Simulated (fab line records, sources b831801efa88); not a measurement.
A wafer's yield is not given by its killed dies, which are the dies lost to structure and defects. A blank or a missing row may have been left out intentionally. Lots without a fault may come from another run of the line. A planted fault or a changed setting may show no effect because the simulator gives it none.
Matching of chambers -- flow sfq-line -- 4 sister chambers for SFQ_TRILAYER_I3_VIA_BARC_OPEN_VIA_ETCH_121 on rie-diel-02
The step etches BARC in O2, target depth 125 nm, time 41.7 s. 4 wafers are shown with their chamber, then 8 later ones without.

WAFERS WITH THEIR CHAMBER
wafer,chamber,drypump-motor-current-A (A)
L807.2,0,5.8
L813.1,2,6.0
L813.3,3,6.2
L818.1,1,5.3

WAFERS WHOSE CHAMBER IS MISSING
wafer,drypump-motor-current-A (A)
L818.5,6.2
L818.6,6.0
L820.3,5.4
L820.4,6.0
L820.5,5.4
L821.1,6.2
L821.2,6.0
L821.6,6.0

THE CHAMBER EACH PASSED THROUGH
wafer,from the rows above,in truth
L818.5,3,3
L818.6,2,2
L820.3,1,1
L820.4,2,2
L820.5,1,1
L821.1,3,3
L821.2,2,2
L821.6,2,2
Correct placement for 8 of the 8. Can't be placed from these rows: 0. Number placed wrongly: 0.
How it was worked out, from the rows above alone: a wafer's distance from a chamber is the root of the sum, over the readings, of the square of ((its reading less the chamber's mean) divided by the reading's scatter). The wafer belongs to the nearest chamber; if the next one is less than 2 further off, it can't be placed. The mean given for a chamber averages the wafers shown for that chamber. The scatter (one wafer shown for each chamber): square how far every hidden wafer sits from the nearest shown wafer, average those squares and take the square root.
